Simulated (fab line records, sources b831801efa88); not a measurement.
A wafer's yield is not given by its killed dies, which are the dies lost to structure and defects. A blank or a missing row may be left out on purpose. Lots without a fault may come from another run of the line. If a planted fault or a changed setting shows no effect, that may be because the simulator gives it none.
The tool behind it: which one? | flow sky130 | 12 lots, 36 wafers sampled, at 5 steps of a route of 708

## WHAT EACH GAUGE READ, for each wafer
SKY_VT_ADJUST_PCH_TW_MEAS_10.
lot  | measured     | on            | VT_ADJUST_PCH_TW
L875 | day 11 03:27 | film_metro-04 | 142.9 143.3 142.7
L880 | day 12 14:38 | film_metro-04 | 135.3 134.0 134.5
L881 | day 12 18:28 | film_metro-03 | 135.3 133.7 134.1
L883 | day 13 15:20 | film_metro-04 | 142.5 142.6 143.2
L886 | day 14 15:04 | film_metro-04 | 142.8 142.0 141.3
L888 | day 15 01:26 | film_metro-04 | 143.8 142.4 142.8
L889 | day 15 10:25 | film_metro-03 | 141.8 143.0 142.5
L890 | day 15 19:34 | film_metro-04 | 143.2 143.5 142.6
L892 | day 16 19:40 | film_metro-04 | 141.9 141.6 142.1
L893 | day 16 22:24 | film_metro-03 | 142.6 142.7 143.6
L894 | day 17 04:08 | film_metro-04 | 141.7 141.3 142.2
L895 | day 17 11:40 | film_metro-04 | 140.6 142.1 141.4

SKY_SONOS_ONO_CD_MEAS_13 targets a cd of 410 nm.
lot  | measured     | on        | cd_nm (nm)
L875 | day 13 10:28 | cd_sem-02 | 408.4 411.5 411.6
L880 | day 15 06:45 | cd_sem-02 | 413.4 408.0 410.3
L881 | day 15 07:01 | cd_sem-01 | 408.1 408.0 409.5
L883 | day 16 00:14 | cd_sem-02 | 409.1 407.6 406.6
L886 | day 17 04:58 | cd_sem-02 | 413.7 413.6 414.8
L888 | day 17 15:05 | cd_sem-02 | 409.7 409.5 411.9
L889 | day 18 00:12 | cd_sem-01 | 409.0 409.5 408.9
L890 | day 18 09:21 | cd_sem-01 | 408.6 407.6 408.3
L892 | day 19 12:53 | cd_sem-01 | 411.6 410.6 409.2
L893 | day 19 15:58 | cd_sem-01 | 412.7 413.4 412.4
L894 | day 19 20:56 | cd_sem-02 | 409.2 409.0 408.7
L895 | day 20 06:48 | cd_sem-01 | 413.8 415.5 416.1

SKY_GATE_OXIDE_THK_MEAS_02.
lot  | measured     | on            | GATE_OXIDE_OXIDATION_00_THK (nm)
L875 | day 13 19:16 | film_metro-04 | 10.26 10.18 10.34
L880 | day 15 08:45 | film_metro-04 | 10.07 10.10 10.34
L881 | day 15 09:02 | film_metro-03 | 10.39 10.38 10.32
L883 | day 16 02:07 | film_metro-04 | 10.29 10.29 10.20
L886 | day 17 06:49 | film_metro-01 | 10.47 10.44 10.29
L888 | day 17 16:58 | film_metro-01 | 10.08 10.10 10.09
L889 | day 18 02:33 | film_metro-03 | 10.14 9.75 10.03
L890 | day 18 11:17 | film_metro-04 | 10.52 10.34 10.53
L892 | day 19 14:45 | film_metro-01 | 10.16 10.16 10.18
L893 | day 19 18:01 | film_metro-03 | 10.18 10.09 10.08
L894 | day 20 00:51 | film_metro-01 | 10.18 10.21 10.14
L895 | day 20 09:43 | film_metro-01 | 10.22 10.26 10.16

## EACH LOT AND THE TOOL THAT RAN IT (in order: tool; ch and the chambers of the sampled wafers; start)
lot  | SKY_PWDE_STRIP_09                   | SKY_VT_ADJUST_PCH_IMPLANT_08
L875 | plasma_asher-02 ch 0,1, day 4 06:12 | implanter-03 ch 0, day 11 03:14
L880 | plasma_asher-04 ch 0,1, day 5 10:32 | implanter-03 ch 0, day 12 14:25
L881 | plasma_asher-03 ch 0,1, day 5 14:52 | implanter-03 ch 0, day 12 18:13
L883 | plasma_asher-02 ch 0,1, day 6 04:13 | implanter-01 ch 0, day 13 15:07
L886 | plasma_asher-03 ch 0,1, day 6 23:38 | implanter-02 ch 0, day 14 14:51
L888 | plasma_asher-02 ch 0,1, day 7 07:19 | implanter-01 ch 0, day 15 01:13
L889 | plasma_asher-03 ch 0,1, day 7 13:44 | implanter-01 ch 0, day 15 10:10
L890 | plasma_asher-03 ch 0,1, day 7 20:36 | implanter-03 ch 0, day 15 19:19
L892 | plasma_asher-02 ch 0,1, day 8 15:08 | implanter-02 ch 0, day 16 19:26
L893 | plasma_asher-04 ch 0,1, day 8 15:29 | implanter-03 ch 0, day 16 22:09
L894 | plasma_asher-02 ch 0,1, day 8 20:54 | implanter-02 ch 0, day 17 03:55
L895 | plasma_asher-02 ch 0,1, day 9 00:59 | implanter-03 ch 0, day 17 11:26
- SKY_PWDE_STRIP_09: strips in O2/N2.
- SKY_VT_ADJUST_PCH_IMPLANT_08

## WHAT THE TOOLS THEMSELVES READ (means of the sampled wafers that have a number; where no wafer has one, the mark that the record gives instead)
SKY_PWDE_STRIP_09.
lot  | tool            | drypump_motor_current_A (A) | oes_product_au (a.u.) | strip_time_to_endpoint_s (s)
L875 | plasma_asher-02 | 5.52                        | 0.717                 | 36.89
L880 | plasma_asher-04 | 5.57                        | 0.722                 | 36.90
L881 | plasma_asher-03 | 5.94                        | 0.721                 | 37.02
L883 | plasma_asher-02 | 5.51                        | 0.724                 | 36.75
L886 | plasma_asher-03 | 5.95                        | 0.724                 | 36.99
L888 | plasma_asher-02 | 5.47                        | 0.723                 | 37.12
L889 | plasma_asher-03 | 5.95                        | 0.719                 | 36.77
L890 | plasma_asher-03 | 5.93                        | 0.722                 | 36.99
L892 | plasma_asher-02 | 5.52                        | 0.721                 | 37.01
L893 | plasma_asher-04 | 5.57                        | 0.724                 | 36.88
L894 | plasma_asher-02 | 5.51                        | 0.721                 | 37.09
L895 | plasma_asher-02 | 5.52                        | 0.721                 | 37.03

SKY_VT_ADJUST_PCH_IMPLANT_08.
lot  | tool         | dose_ions_cm2 | faraday_current_uA
L875 | implanter-03 | 5e+11         | 2.83
L880 | implanter-03 | 4e+11         | 2.26
L881 | implanter-03 | 4e+11         | 2.29
L883 | implanter-01 | 5e+11         | 2.80
L886 | implanter-02 | 5e+11         | 2.82
L888 | implanter-01 | 5e+11         | 2.81
L889 | implanter-01 | 5e+11         | 2.80
L890 | implanter-03 | 5e+11         | 2.88
L892 | implanter-02 | 5e+11         | 2.83
L893 | implanter-03 | 5e+11         | 2.81
L894 | implanter-02 | 5e+11         | 2.83
L895 | implanter-03 | 5e+11         | 2.84

## THE ANSWER, worked out from the rows above alone
Rule: the usual values come from the lots themselves. Put in order of their means at a reading, lots are off if they are a third of the lots or fewer, leave a main group of 4 or more, and stand apart from it by a gap of 3 or more times the standard deviation of the main group's means; of several such gaps the widest counts. A main group whose means are all the same, to the digits that the tables above print for the reading, isn't used. A lot without any number at a reading at which 4 lots or more have one is off too. Where the step has rows for the other lots, those lots are counted as sound. The gauges are gone through in route order, then the tools' own readings, and for those a lot's mean is taken as printed above. The first step at which some lot is off is used, and at that step the reading that is off furthest; a lot without a number counts as furthest.
Off: L880, L881, at SKY_VT_ADJUST_PCH_TW_MEAS_10 (VT_ADJUST_PCH_TW). Main group: mean 142.4, sd 0.6.
A tool fits if, at a process step before that reading, it ran every lot that is off, and no sound lot after the first of them. Not tried: the gauges at SKY_VT_ADJUST_PCH_TW_MEAS_10; whatever is off there is also off at SKY_VT_ADJUST_PCH_IMPLANT_08, on other tools, and gauge error can't account for it. None of those tried fits.

## WHAT THE SIMULATOR PUT IN
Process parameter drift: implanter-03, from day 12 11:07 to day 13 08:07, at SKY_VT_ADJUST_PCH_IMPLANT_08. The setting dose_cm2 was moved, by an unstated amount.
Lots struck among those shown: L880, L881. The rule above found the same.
